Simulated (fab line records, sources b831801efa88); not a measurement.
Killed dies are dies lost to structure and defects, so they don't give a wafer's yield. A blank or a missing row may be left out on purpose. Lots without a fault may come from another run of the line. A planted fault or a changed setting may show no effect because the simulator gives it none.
Chamber matching | flow sky130 | SKY_METAL4_ETCH_17 on rie_diel-01: 4 sister chambers
The step etches SiO2 in C4F8/O2/Ar, stops on TiN, time 3.9 s, target depth 15 nm. 8 wafers are shown with their chamber, then 8 later ones without.

WAFERS WITH THEIR CHAMBER
wafer  | chamber | oes_product_au (a.u.)
L078.3 | 3       | 0.757
L079.1 | 2       | 0.751
L079.2 | 1       | 0.744
L079.6 | 0       | 0.760
L082.1 | 1       | 0.745
L082.2 | 0       | 0.757
L082.3 | 3       | 0.759
L082.4 | 2       | 0.753

WAFERS WITHOUT THEIR CHAMBER
wafer  | oes_product_au (a.u.)
L082.5 | 0.759
L082.6 | 0.764
L090.2 | 0.752
L090.3 | 0.752
L090.6 | 0.745
L097.2 | 0.757
L097.4 | 0.751
L097.6 | 0.739

WHICH CHAMBER EACH WENT THROUGH
wafer  | from the rows above     | in truth
L082.5 | can't be placed: 0 or 3 | 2
L082.6 | can't be placed: 0 or 3 | 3
L090.2 | 2                       | 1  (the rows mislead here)
L090.3 | 2                       | 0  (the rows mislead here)
L090.6 | 1                       | 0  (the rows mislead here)
L097.2 | can't be placed: 3 or 0 | 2
L097.4 | 2                       | 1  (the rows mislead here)
L097.6 | 1                       | 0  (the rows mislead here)
Placed correctly: 0 of 8. Can't be placed from these rows: 3 (the true chamber is among the candidates in 1). Placed wrongly: 5.
How it was worked out, from the rows above alone: a wafer's distance from a chamber is the root of the sum, over the readings, of the square of ((its reading less the chamber's mean) divided by the reading's scatter). The wafer belongs to the nearest chamber; if the next one is less than 2 further off, it can't be placed. A chamber's mean is the mean of its shown wafers. The scatter: the root of (the sum of the squares of (reading less its chamber's mean) over the shown wafers, divided by (wafers less chambers)).
